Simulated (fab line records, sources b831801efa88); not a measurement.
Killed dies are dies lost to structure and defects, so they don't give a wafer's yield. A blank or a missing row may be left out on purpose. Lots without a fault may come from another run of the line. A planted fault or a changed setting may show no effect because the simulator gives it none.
One fault seen from 2 desks | flow sky130 | each desk has only its own numbers; what lay behind them comes last

THE METROLOGY DESK
What the gauges read, lot by lot, whatever tool the lot ran on: means of the sampled wafers that have a number. A lot is out of limits, marked OUT, if its mean lies more than 4 standard deviations from the usual mean; the brackets give that distance.
Columns: A = NWELL_2_TW at SKY_NWELL_TW_MEAS_26, usual 494; B = cd_nm at SKY_VT_ADJUST_HVTR_CD_MEAS_07, usual 380.3 nm
lot  | first seen here | A   | B
L967 | day 5 15:49     | 498 | 380.1
L968 | day 5 19:10     | 492 | 377.6
L969 | day 5 23:41     | 487 | 379.4
L970 | day 6 07:58     | 483 | 379.2
L971 | day 6 13:59     | 500 | 385.0
L974 | day 7 08:52     | 483 | 382.5
L975 | day 7 12:26     | 496 | 376.7
L976 | day 7 18:35     | 493 | 380.0
L979 | day 8 20:31     | 500 | 378.3
L982 | day 9 09:43     | 482 | 382.4
L987 | day 10 20:23    | 497 | 381.6
L988 | day 11 00:59    | 485 | 379.5
L989 | day 11 06:13    | 506 | 377.9
This desk's finding: nothing out of limits on any of the 13 lots.

THE TOOL OWNER'S DESK: litho_track-03
The tool's own readings at SKY_VT_ADJUST_LVTN_DEVELOP_17 (develop time 60 s): means of the sampled wafers that have a number, for each lot that ran on this tool. A lot is out of limits, marked OUT, if its mean lies more than 4 standard deviations from the usual mean; the brackets give that distance.
Columns: A = developer_temp_C at SKY_VT_ADJUST_LVTN_DEVELOP_17, usual 23.02 C; B = exhaust_pa at SKY_VT_ADJUST_LVTN_DEVELOP_17, usual 45.0 Pa
lot  | first seen here | A               | B
L967 | day 8 00:37     | 22.98           | 44.7
L969 | day 8 09:46     | 23.03           | 45.2
L975 | day 10 03:40    | 23.05           | 45.0
L979 | day 11 15:01    | 25.35 (+21) OUT | 42.6
L982 | day 12 08:16    | 25.32 (+21) OUT | 44.9
This desk's finding: out of limits on L979, L982; first on L979, day 11 15:01 (developer_temp_C at SKY_VT_ADJUST_LVTN_DEVELOP_17). In limits: L967, L969, L975.

PUT TOGETHER
The tool owner's desk could have raised an alarm at day 11 15:01, on L979, L982.
The metrology desk saw nothing out of limits.
The metrology desk has L979, L982 on record, within its limits.
Of the lots named, all ran SKY_VT_ADJUST_LVTN_DEVELOP_17 on litho_track-03.

WHAT THE SIMULATOR HAD PUT IN
Process parameter drift: litho_track-03, from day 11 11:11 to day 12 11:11, at SKY_VT_ADJUST_LVTN_DEVELOP_17. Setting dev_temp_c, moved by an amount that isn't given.
Lots struck among those shown: L979, L982.
Hours from the fault's start to each desk's first reading out of limits: the tool owner's desk, 4.
